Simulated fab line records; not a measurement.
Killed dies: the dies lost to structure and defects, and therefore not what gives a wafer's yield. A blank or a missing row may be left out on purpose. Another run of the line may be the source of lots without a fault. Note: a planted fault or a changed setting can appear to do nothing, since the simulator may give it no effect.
fab line records | flow gf180mcu | part 1 of 2: steps 1 to 33 of 43
[record] lots = 5 wafers = 15 lastDay = 34
route steps=602 shown NWELL@137 LVPWELL@138 MVPSD@139 VT_IMPLANT@140 DUAL_GATE@141 POLY_GATE@157 HV_LDD@176
lots that met no fault: taken from a fault-free run of the same line
startH: start of the lot's first displayed wafer, in hours after the record's first day | waitH: how many hours have passed since the lot's step before this one | " the same as in the row above | L1.1+2: several wafers, shown together as one row | - no value, or no start was given | * or withheld: withheld | < > ~ a bound
route shown NAME@n: a module of which the file shows steps, and the number in the route of the first | usual: mean and standard deviation over wafers with no fault | same: alike in all rows | chamber/n: place in a boat | sites: per-site readings | _std_site: the values' standard deviation | _edge_site: outer sites' mean less inner sites' | radiusMm: for every site, how far away it sits from the centre of the wafer | mask NAME#n: copy n | behind: the tool/chamber that last shaped the wafer | hold: reason for holding the lot/hours on hold/outcome of the hold | device: which transistor (n, p or np) failed to switch | end of line: the tests these same wafers got at the end of their route | a step given without rows: its recipe and nothing more | killed: dies that structure and defects cost at the first sort, which is not the same as the wafer's yield | map: the dies of a wafer, with x for killed, . for not killed, _ for no die there
set.NAME: the run value of the setting; set.NAME@STEP: its run value at that earlier step | model.NAME: the simulator's own value behind a step, which no gauge read
certain route steps with their lots: each step a table, each wafer a row
services: the hour from which a tool's chamber was out of use, counted from the record's first day as startH (under 0 if before that day), plus the number of hours and why
[[steps]]
[step GF_VT_IMPLANT_RS_MEAS_47]
[recipe] thkMeasGauge = four-point-probe
[usual] NWELL_RS = 487.6/1.3
// columns lot.wafer tool chamber startH waitH NWELL_RS[ohm/sq]
L079.1 filmMetro-02 - 185.95 0.1 486.9
L079.3 " - " " 487.7
L079.5 " - " " 488.1
L080.4 filmMetro-01 - 196.03 0.1 487.6
L080.5 " - " " 489.9
L080.6 " - " " 487.7
L088.2 filmMetro-01 - 254.14 0.1 488.2
L088.5 " - " " 488.6
L088.6 " - " " 488.3
L091.4 filmMetro-01 - 288.86 0.1 488.9
L091.5 " - " " 489.1
L091.6 " - " " 488.6
L095.4 filmMetro-01 - 308.01 0.1 489.2
L095.5 " - " " 490.2
L095.6 " - " " 487.6
[step GF_VT_IMPLANT_RS_MEAS_48]
[recipe] thkMeasGauge = four-point-probe
[usual] LVPWELL_RS = 1195.7/2.7
// columns lot.wafer tool chamber startH waitH LVPWELL_RS[ohm/sq]
L079.1 filmMetro-02 - 186.07 0.1 1193.7
L079.3 " - " " 1194.7
L079.5 " - " " 1196.1
L080.4 filmMetro-01 - 196.15 0.1 1201.7
L080.5 " - " " 1199.0
L080.6 " - " " 1201.9
L088.2 filmMetro-01 - 254.26 0.1 1195.5
L088.5 " - " " 1195.9
L088.6 " - " " 1198.8
L091.4 filmMetro-01 - 288.98 0.1 1199.0
L091.5 " - " " 1200.3
L091.6 " - " " 1200.6
L095.4 filmMetro-01 - 308.13 0.1 1198.3
L095.5 " - " " 1198.3
L095.6 " - " " 1200.8
[step GF_VT_IMPLANT_RS_MEAS_49]
[recipe] thkMeasGauge = four-point-probe
[usual] MVPSD_RS = 1168/3.3
// columns lot.wafer tool chamber startH waitH MVPSD_RS[ohm/sq]
L079.1 filmMetro-02 - 186.19 0.1 1165
L079.3 " - " " 1166
L079.5 " - " " 1163
L080.4 filmMetro-01 - 196.27 0.1 1172
L080.5 " - " " 1173
L080.6 " - " " 1170
L088.2 filmMetro-01 - 254.38 0.1 1170
L088.5 " - " " 1173
L088.6 " - " " 1173
L091.4 filmMetro-01 - 289.10 0.1 1167
L091.5 " - " " 1169
L091.6 " - " " 1169
L095.4 filmMetro-01 - 308.25 0.1 1173
L095.5 " - " " 1170
L095.6 " - " " 1171
[step GF_VT_IMPLANT_WET_ETCH_50]
[recipe] chemistry = dHF targetDepthNm = 20 target = SiO2 tempC = 25 dilution = 100:1 timeS = 400
// columns lot.wafer tool chamber startH waitH
L079.1+3+5 wetBench-04 3 186.31 0.1
L080.4+5+6 wetBench-04 0 196.33 0.0
L088.2+5+6 wetBench-02 2 254.48 0.1
L091.4+5+6 wetBench-04 3 289.16 0.0
L095.4+5+6 wetBench-01 0 308.31 0.0
[step GF_DUAL_GATE_CLEAN_00]
[recipe] chemistry = SC1/SC2 mix = 1:4:20 tempC = 70 timeS = 150
// columns lot.wafer tool chamber startH waitH
L079.1+3+5 wetBench-01 3 186.43 0.0
L080.4+5+6 wetBench-01 0 196.45 0.0
L088.2+5+6 wetBench-01 1 254.60 0.0
L091.4+5+6 wetBench-01 0 289.28 0.0
L095.4+5+6 wetBench-04 2 308.43 0.0
[step GF_DUAL_GATE_CLEAN_01]
[recipe] chemistry = dHF timeS = 20 dilution = 100:1 dry = ipaMarangoni
// columns lot.wafer tool chamber startH waitH
L079.1+3+5 wetBench-02 0 186.48 0.0
L080.4+5+6 wetBench-04 2 196.50 0.0
L088.2+5+6 wetBench-02 2 254.65 0.0
L091.4+5+6 wetBench-04 0 289.33 0.0
L095.4+5+6 wetBench-02 2 308.48 0.0
[step GF_DUAL_GATE_OXIDATION_02]
[recipe] tempC = 900 ambient = O2 stabiliseS = 600 purgeS = 300 targetThkA = 108.87 oxTimeS = 1602
[usual] spikeTcBottomC = 921/3.1 spikeTcUpperC = 901.0/1
// columns lot.wafer tool chamber startH waitH spikeTcBottomC spikeTcUpperC
L079.1 furnace-02 0 186.97 0.5 924 901.9
L079.3 " 0 " " 923 900.7
L079.5 " 0 " " 924 899.8
L080.4 furnace-02 0 196.52 0.0 921 901.8
L080.5 " 0 " " 924 900.1
L080.6 " 0 " " 924 900.1
L088.2 furnace-01 0 254.67 0.0 918 899.6
L088.5 " 0 " " 918 902.0
L088.6 " 0 " " 918 901.8
L091.4 furnace-01 0 289.35 0.0 918 900.3
L091.5 " 0 " " 918 901.1
L091.6 " 0 " " 919 901.8
L095.4 furnace-02 0 308.49 0.0 925 903.0
L095.5 " 0 " " 923 901.3
L095.6 " 0 " " 925 900.0
[step GF_DUAL_GATE_THK_MEAS_03]
[recipe] reads = SiO2_of_DUAL_GATE_OXIDATION_02
[usual] DUAL_GATE_OXIDATION_00_THK = 10.77/0.2
// columns lot.wafer tool chamber startH waitH DUAL_GATE_OXIDATION_00_THK[nm]
L079.1 filmMetro-01 - 188.41 0.0 11.05
L079.3 " - " " 10.90
L079.5 " - " " 10.82
L080.4 filmMetro-01 - 197.99 0.0 10.82
L080.5 " - " " 10.83
L080.6 " - " " 10.80
L088.2 filmMetro-04 - 256.12 0.0 11.25
L088.5 " - " " 11.21
L088.6 " - " " 11.01
L091.4 filmMetro-03 - 290.82 0.0 10.62
L091.5 " - " " 10.48
L091.6 " - " " 10.63
L095.4 filmMetro-04 - 309.97 0.0 10.34
L095.5 " - " " 10.55
L095.6 " - " " 10.37
[step GF_DUAL_GATE_DEHYDRATE_04]
[recipe] tempC = 200 timeS = 60
// columns lot.wafer tool chamber startH waitH
L079.1+3+5 lithoTrack-01 0 196.21 7.8
L080.4+5+6 lithoTrack-03 0 205.88 7.9
L088.2+5+6 lithoTrack-02 0 264.91 8.8
L091.4+5+6 lithoTrack-02 0 300.41 9.6
L095.4+5+6 lithoTrack-03 0 319.28 9.3
[step GF_DUAL_GATE_HMDS_05]
[recipe] primeTimeS = 60 primeTempC = 120
// columns lot.wafer tool chamber startH waitH
L079.1+3+5 lithoTrack-01 0 196.36 0.1
L080.4+5+6 lithoTrack-03 0 206.03 0.1
L088.2+5+6 lithoTrack-02 0 265.06 0.1
L091.4+5+6 lithoTrack-02 0 300.56 0.1
L095.4+5+6 lithoTrack-03 0 319.43 0.1
[step GF_DUAL_GATE_COAT_06]
[recipe] resist = NOVOLAK spinRpm = 3000 resistThkNm = 1000
// columns lot.wafer tool chamber startH waitH
L079.1+3+5 lithoTrack-01 0 196.51 0.1
L080.4+5+6 lithoTrack-03 0 206.18 0.1
L088.2+5+6 lithoTrack-02 0 265.21 0.1
L091.4+5+6 lithoTrack-02 0 300.71 0.1
L095.4+5+6 lithoTrack-03 0 319.58 0.1
[step GF_DUAL_GATE_SOFTBAKE_07]
[recipe] tempC = 90 timeS = 60 resist = NOVOLAK
// columns lot.wafer tool chamber startH waitH
L079.1+3+5 lithoTrack-01 0 196.66 0.1
L080.4+5+6 lithoTrack-03 0 206.33 0.1
L088.2+5+6 lithoTrack-02 0 265.36 0.1
L091.4+5+6 lithoTrack-02 0 300.86 0.1
L095.4+5+6 lithoTrack-03 0 319.73 0.1
[step GF_DUAL_GATE_EXPOSE_08]
[recipe] maskId = Dualgate targetCdNm = 700 na = 0.6 sourceShape = conventional sigmaOuter = 0.6 doseMj = 140
// columns lot.wafer tool chamber startH waitH mask
L079.1+3+5 ilineStepper-02 0 - - Dualgate#0
L080.4+5+6 ilineStepper-02 0 - - Dualgate#0
L088.2+5+6 ilineStepper-02 0 - - Dualgate#0
L091.4+5+6 ilineStepper-02 0 - - Dualgate#0
L095.4+5+6 ilineStepper-02 0 - - Dualgate#0
[step GF_DUAL_GATE_PEB_09]
[recipe] tempC = withheld timeS = * resist = NOVOLAK
// columns lot.wafer tool chamber startH waitH
L079.1+3+5 lithoTrack-01 0 - -
L080.4+5+6 lithoTrack-01 0 - -
L088.2+5+6 lithoTrack-02 0 - -
L091.4+5+6 lithoTrack-02 0 - -
L095.4+5+6 lithoTrack-01 0 - -
[step GF_DUAL_GATE_DEVELOP_10]
[recipe] developTimeS = 60 devTempC = 23
[same] developTimeS = 60
// columns lot.wafer tool chamber startH waitH
L079.1+3+5 lithoTrack-01 0 205.16 0.1
L080.4+5+6 lithoTrack-01 0 215.03 0.1
L088.2+5+6 lithoTrack-02 0 274.91 0.1
L091.4+5+6 lithoTrack-02 0 310.51 0.1
L095.4+5+6 lithoTrack-01 0 329.88 0.1
[step GF_DUAL_GATE_OVL_MEAS_11]
[usual] DUAL_GATE_OVL = 0.2/1.5
// columns lot.wafer tool chamber startH waitH DUAL_GATE_OVL[nm]
L079.1 overlay-01 - 205.31 0.1 0.9
L079.3 " - " " 0.4
L079.5 " - " " -0.7
L080.4 overlay-01 - 215.12 0.1 -1.6
L080.5 " - " " -1.8
L080.6 " - " " -1.0
L088.2 overlay-02 - 275.04 0.1 -2.0
L088.5 " - " " -0.1
L088.6 " - " " -0.7
L091.4 overlay-01 - 310.60 0.1 0.6
L091.5 " - " " 0.1
L091.6 " - " " -0.2
L095.4 overlay-02 - 329.97 0.1 -1.1
L095.5 " - " " -2.9
L095.6 " - " " -2.1
[step GF_DUAL_GATE_WET_ETCH_12]
[recipe] chemistry = dHF targetDepthNm = 13 dry = n2Spin target = SiO2 tempC = 25 dilution = 100:1 timeS = 260
// columns lot.wafer tool chamber startH waitH
L079.1+3+5 wetBench-01 3 205.34 0.0
L080.4+5+6 wetBench-02 0 215.14 0.0
L088.2+5+6 wetBench-02 1 275.07 0.0
L091.4+5+6 wetBench-02 3 310.62 0.0
L095.4+5+6 wetBench-04 2 329.99 0.0
[step GF_DUAL_GATE_STRIP_13]
[recipe] chemistry = O2/N2 powerW = 1400 pressureMtorr = 1500 platenTempC = 250 o2FlowSccm = 3000 n2FlowSccm = 300 overashFraction = 0.5
[usual] chamberPressureMTorr = 1500.1/1.4 drypumpMotorCurrentA = 5.9/0.42 heaterPowerW = 347/56 oesProductAu = 0.717/0.0041 stripTimeToEndpointS = 12.64/0.045
// columns lot.wafer tool chamber startH waitH chamberPressureMTorr drypumpMotorCurrentA heaterPowerW oesProductAu rfHoursCounterH stripTimeToEndpointS
L079.1 plasmaAsher-03 1 205.43 0.0 1501.1 5.8 373 0.715 9 12.67
L079.3 " 0 " " 1500.6 5.9 322 0.721 - 12.63
L079.5 " 0 " " 1498.7 6.0 319 0.715 - 12.65
L080.4 plasmaAsher-01 1 215.37 0.0 1500.5 5.4 444 0.713 - 12.60
L080.5 " 0 " " 1499.1 5.7 314 0.714 - 12.61
L080.6 " 1 " " 1500.2 5.4 454 0.717 - 12.62
L088.2 plasmaAsher-03 0 275.23 0.0 1502.0 6.0 327 0.720 17 12.72
L088.5 " 0 " " 1498.5 6.0 325 0.719 - 12.74
L088.6 " 1 " " 1499.9 5.8 365 0.715 - 12.71
L091.4 plasmaAsher-03 0 310.74 0.0 1497.2 6.0 321 0.722 - 12.64
L091.5 " 0 " " 1498.9 6.0 324 0.714 - 12.63
L091.6 " 1 " " 1498.8 5.8 368 0.719 - 12.63
L095.4 plasmaAsher-04 0 330.35 0.0 1500.9 6.7 332 0.727 - 12.64
L095.5 " 0 " " 1498.3 6.7 331 0.716 - 12.63
L095.6 " 1 " " 1501.5 6.2 277 0.713 - 12.60
[step GF_DUAL_GATE_CLEAN_14]
[recipe] chemistry = SC1/SC2 mix = 1:4:20 tempC = 70 timeS = 150 dry = n2Spin
// columns lot.wafer tool chamber startH waitH
L079.1+3+5 wetBench-04 3 205.53 0.1
L080.4+5+6 wetBench-04 0 215.43 0.0
L088.2+5+6 wetBench-02 2 275.37 0.1
L091.4+5+6 wetBench-04 0 310.81 0.0
L095.4+5+6 wetBench-01 1 330.41 0.0
[step GF_DUAL_GATE_OXIDATION_15]
[recipe] tempC = 850 ambient = O2 stabiliseS = 600 purgeS = 300 targetThkA = 70.98 oxTimeS = 1995
[usual] spikeTcBottomC = 871/3.3 spikeTcUpperC = 850.8/1.1
// columns lot.wafer tool chamber startH waitH spikeTcBottomC spikeTcUpperC
L079.1 furnace-01 0 208.18 2.6 867 850.0
L079.3 " 0 " " 867 851.7
L079.5 " 0 " " 868 850.9
L080.4 furnace-01 0 216.51 1.0 869 851.5
L080.5 " 0 " " 867 852.8
L080.6 " 0 " " 869 852.7
L088.2 furnace-02 0 275.47 0.0 875 850.6
L088.5 " 0 " " 875 851.4
L088.6 " 0 " " 874 849.9
L091.4 furnace-02 0 312.46 1.6 874 850.9
L091.5 " 0 " " 874 849.7
L091.6 " 0 " " 873 848.9
L095.4 furnace-02 0 330.46 0.0 874 850.1
L095.5 " 0 " " 874 851.1
L095.6 " 0 " " 875 851.2
[step GF_POLY_GATE_CVD_00]
[recipe] material = poly-Si targetThkNm = 200 tempC = 620 timeS = 1200 pressureMtorr = 200
[usual] spikeTcBottomC = 643.2/1.8 spikeTcUpperC = 619.9/1.5
// columns lot.wafer tool chamber startH waitH spikeTcBottomC spikeTcUpperC
L079.1 lpcvd-01 0 209.74 0.0 643.4 620.8
L079.3 " 0 " " 643.3 618.5
L079.5 " 0 " " 643.4 618.3
L080.4 lpcvd-01 0 218.07 0.0 641.5 620.7
L080.5 " 0 " " 642.8 620.3
L080.6 " 0 " " 642.7 618.5
L088.2 lpcvd-01 0 277.13 0.1 643.1 621.4
L088.5 " 0 " " 643.9 619.2
L088.6 " 0 " " 645.5 620.2
L091.4 lpcvd-01 0 314.01 0.0 642.7 620.1
L091.5 " 0 " " 643.6 618.3
L091.6 " 0 " " 643.7 620.6
L095.4 lpcvd-01 1 332.02 0.0 644.1 622.4
L095.5 " 1 " " 645.5 620.5
L095.6 " 1 " " 645.4 621.3
[step GF_POLY_GATE_THK_MEAS_01]
[recipe] reads = poly-Si_of_POLY_GATE_CVD_00
[usual] POLY_GATE_CVD_00_THK = 200.2/2.2
// columns lot.wafer tool chamber startH waitH POLY_GATE_CVD_00_THK[nm]
L079.1 filmMetro-03 - 211.07 0.0 200.2
L079.3 " - " " 201.9
L079.5 " - " " 201.9
L080.4 filmMetro-02 - 219.43 0.0 202.2
L080.5 " - " " 201.1
L080.6 " - " " 201.4
L088.2 filmMetro-04 - 278.48 0.0 202.8
L088.5 " - " " 201.4
L088.6 " - " " 200.3
L091.4 filmMetro-02 - 315.38 0.0 202.0
L091.5 " - " " 203.8
L091.6 " - " " 201.6
L095.4 filmMetro-04 - 333.38 0.0 202.0
L095.5 " - " " 201.9
L095.6 " - " " 199.9
[step GF_POLY_GATE_DEHYDRATE_02]
[recipe] tempC = 200 timeS = 60
// columns lot.wafer tool chamber startH waitH
L079.1+3+5 lithoTrack-02 0 219.44 8.4
L080.4+5+6 lithoTrack-01 0 227.53 8.1
L088.2+5+6 lithoTrack-02 0 287.86 9.4
L091.4+5+6 lithoTrack-04 0 325.41 10.0
L095.4+5+6 lithoTrack-02 0 343.21 9.8
[step GF_POLY_GATE_HMDS_03]
[recipe] primeTimeS = 60 primeTempC = 120
// columns lot.wafer tool chamber startH waitH
L079.1+3+5 lithoTrack-02 0 219.59 0.1
L080.4+5+6 lithoTrack-01 0 227.68 0.1
L088.2+5+6 lithoTrack-02 0 288.01 0.1
L091.4+5+6 lithoTrack-04 0 325.56 0.1
L095.4+5+6 lithoTrack-02 0 343.36 0.1
[step GF_POLY_GATE_COAT_04]
[recipe] resist = BARC tempC = withheld timeS = withheld spinRpm = withheld resistThkNm = withheld
// columns lot.wafer tool chamber startH waitH
L079.1+3+5 lithoTrack-02 0 219.74 0.1
L080.4+5+6 lithoTrack-01 0 227.83 0.1
L088.2+5+6 lithoTrack-02 0 288.16 0.1
L091.4+5+6 lithoTrack-04 0 325.71 0.1
L095.4+5+6 lithoTrack-02 0 343.51 0.1
[step GF_POLY_GATE_COAT_05]
[recipe] resist = KrF spinRpm = withheld resistThkNm = 700
// columns lot.wafer tool chamber startH waitH
L079.1+3+5 lithoTrack-02 0 - -
L080.4+5+6 lithoTrack-01 0 - -
L088.2+5+6 lithoTrack-02 0 - -
L091.4+5+6 lithoTrack-04 0 - -
L095.4+5+6 lithoTrack-02 0 - -
[step GF_POLY_GATE_SOFTBAKE_06]
[recipe] tempC = 130 timeS = 60 resist = KrF
// columns lot.wafer tool chamber startH waitH
L079.1+3+5 lithoTrack-02 0 - -
L080.4+5+6 lithoTrack-01 0 - -
L088.2+5+6 lithoTrack-02 0 - -
L091.4+5+6 lithoTrack-04 0 - -
L095.4+5+6 lithoTrack-02 0 - -
[step GF_POLY_GATE_EXPOSE_07]
[recipe] maskId = Poly2 targetCdNm = 280 na = 0.68 sourceShape = conventional sigmaOuter = 0.6 doseMj = 28
// columns lot.wafer tool chamber startH waitH mask
L079.1+3+5 krfScanner-02 0 - - Poly2#0
L080.4+5+6 krfScanner-01 0 - - Poly2#0
L088.2+5+6 krfScanner-01 0 - - Poly2#0
L091.4+5+6 krfScanner-02 0 - - Poly2#0
L095.4+5+6 krfScanner-02 0 - - Poly2#0
[step GF_POLY_GATE_PEB_08]
[recipe] pebTempC = 135 pebTimeS = 90 resist = KrF
// columns lot.wafer tool chamber startH waitH
L079.1+3+5 lithoTrack-04 0 - -
L080.4+5+6 lithoTrack-04 0 - -
L088.2+5+6 lithoTrack-02 0 - -
L091.4+5+6 lithoTrack-01 0 - -
L095.4+5+6 lithoTrack-01 0 - -
[step GF_POLY_GATE_DEVELOP_09]
[recipe] developTimeS = 60 resist = KrF devTempC = 21
[same] developTimeS = 60
// columns lot.wafer tool chamber startH waitH
L079.1+3+5 lithoTrack-04 0 228.78 0.2
L080.4+5+6 lithoTrack-04 0 236.96 0.1
L088.2+5+6 lithoTrack-02 0 298.51 0.2
L091.4+5+6 lithoTrack-01 0 336.18 0.1
L095.4+5+6 lithoTrack-01 0 354.48 0.1
[step GF_POLY_GATE_CD_MEAS_10]
[recipe] targetCdNm = 280
[usual] cdNm = 280.2/1.3
// columns lot.wafer tool chamber startH waitH cdNm
L079.1 cdSem-02 - 228.93 0.1 280.2
L079.3 " - " " 281.2
L079.5 " - " " 279.9
L080.4 cdSem-02 - 237.09 0.1 278.9
L080.5 " - " " 279.1
L080.6 " - " " 279.0
L088.2 cdSem-01 - 298.65 0.1 279.3
L088.5 " - " " 279.6
L088.6 " - " " 279.3
L091.4 cdSem-01 - 336.31 0.1 278.1
L091.5 " - " " 279.6
L091.6 " - " " 277.0
L095.4 cdSem-01 - 354.61 0.1 281.1
L095.5 " - " " 280.1
L095.6 " - " " 281.5
[step GF_POLY_GATE_OVL_MEAS_11]
[usual] POLY_GATE_OVL = 0/5.3
// columns lot.wafer tool chamber startH waitH POLY_GATE_OVL[nm]
L079.1 overlay-01 - 229.05 0.1 1
L079.3 " - " " 4
L079.5 " - " " 0
L080.4 overlay-01 - 237.17 0.1 -2
L080.5 " - " " -1
L080.6 " - " " -5
L088.2 overlay-02 - 298.76 0.1 -3
L088.5 " - " " 0
L088.6 " - " " -5
L091.4 overlay-01 - 336.39 0.1 -6
L091.5 " - " " 0
L091.6 " - " " 5
L095.4 overlay-01 - 354.69 0.1 6
L095.5 " - " " 2
L095.6 " - " " 3
[step GF_POLY_GATE_ETCH_12]
[recipe] chemistry = N2/H2 targetDepthA = withheld overetchA = withheld timeS = withheld target = BARC ionEnergyEv = 200 sourceW = 500 biasW = 100 pressureMtorr = 30 n2FlowSccm = 100 h2FlowSccm = 200
[usual] biasW = 100.0/0.3 chamberPressureMTorr = 30.000/0.03 drypumpMotorCurrentA = 5.6/0.47 h2FlowSccm = 200.0/0.62 oesProductAu = 0.735/0.0045 throttleValvePct = 13.214/0.0084
// columns lot.wafer tool chamber startH waitH biasW chamberPressureMTorr drypumpMotorCurrentA h2FlowSccm oesProductAu throttleValvePct
L079.1 rieDiel-02 1 229.09 0.0 99.5 30.003 5.6 199.7 0.740 13.206
L079.3 " 3 " " 100.0 29.984 5.8 200.6 0.732 13.221
L079.5 " 0 " " 100.0 30.042 6.4 199.3 0.734 13.219
L080.4 rieDiel-03 0 237.19 0.0 100.0 30.021 5.5 200.3 0.738 13.202
L080.5 " 3 " " 100.3 29.996 5.2 200.6 0.742 13.205
L080.6 " 0 " " 99.9 29.972 5.5 200.3 0.735 13.226
L088.2 rieDiel-02 3 298.79 0.0 99.8 30.043 5.9 200.9 0.730 13.218
L088.5 " 2 " " 100.3 29.979 6.0 200.6 0.736 13.205
L088.6 " 1 " " 99.7 30.002 5.6 199.9 0.732 13.206
L091.4 rieDiel-02 0 336.41 0.0 99.7 29.960 6.4 200.8 0.733 13.212
L091.5 " 0 " " 100.1 30.013 6.4 200.3 0.725 13.217
L091.6 " 1 " " 100.1 29.941 5.6 200.0 0.734 13.225
L095.4 rieDiel-03 3 354.73 0.0 100.0 29.985 5.3 199.8 0.735 13.211
L095.5 " 2 " " 100.3 29.980 5.6 199.6 0.735 13.218
L095.6 " 1 " " 99.7 29.999 4.7 200.1 0.741 13.218
